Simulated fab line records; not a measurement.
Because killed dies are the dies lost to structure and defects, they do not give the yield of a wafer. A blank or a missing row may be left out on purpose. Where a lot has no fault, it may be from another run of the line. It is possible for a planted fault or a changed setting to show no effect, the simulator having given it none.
Matching of chambers	flow sky130	SKY_VIA2_ETCH_14 on rie diel-02: 4 sister chambers
The step etches BARC in N2/H2, stops on SiO2, time 45.9 s, target depth 60 nm. 8 wafers are shown with their chamber, then 9 later ones without.

== WAFERS, EACH WITH ITS CHAMBER ==
wafer	chamber	drypump motor current A (A)	rf fwd power W (W)
L076.6	3	4.7	495.1
L080.5	1	5.3	496.7
L088.2	2	5.9	493.1
L088.5	1	5.3	495.3
L088.6	2	6.0	492.8
L091.1	0	4.7	496.2
L091.2	3	4.7	494.5
L091.5	0	4.7	496.4

== WAFERS WITHOUT THEIR CHAMBER ==
wafer	drypump motor current A (A)	rf fwd power W (W)
L089.2	4.7	499.8
L089.4	5.9	495.0
L089.6	5.9	494.9
L092.1	4.7	497.2
L092.3	5.3	496.4
L092.6	4.7	498.5
L095.4	4.7	496.6
L095.5	4.7	497.2
L095.6	5.3	494.9

== WHICH CHAMBER EACH ONE RAN IN ==
wafer	from the rows above	in truth
L089.2	0	0
L089.4	2	2
L089.6	2	2
L092.1	0	0
L092.3	1	1
L092.6	0	0
L095.4	0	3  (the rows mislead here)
L095.5	0	0
L095.6	1	1
Correct placement for 8 of the 9. Can't be placed from these rows: 0. Number placed wrongly: 1.
How it was worked out, from the rows above alone: a wafer's distance from a chamber is the root of the sum, over the readings, of the square of ((its reading less the chamber's mean) divided by the reading's scatter). If the next closest chamber is less than 2 further off than the closest, the wafer can't be placed; otherwise it belongs to the closest. For every chamber, the mean is computed from those of its wafers that are shown. The scatter: take each reading less its chamber's mean, square it, sum over the shown wafers, divide by the number of wafers less the number of chambers, and take the root.
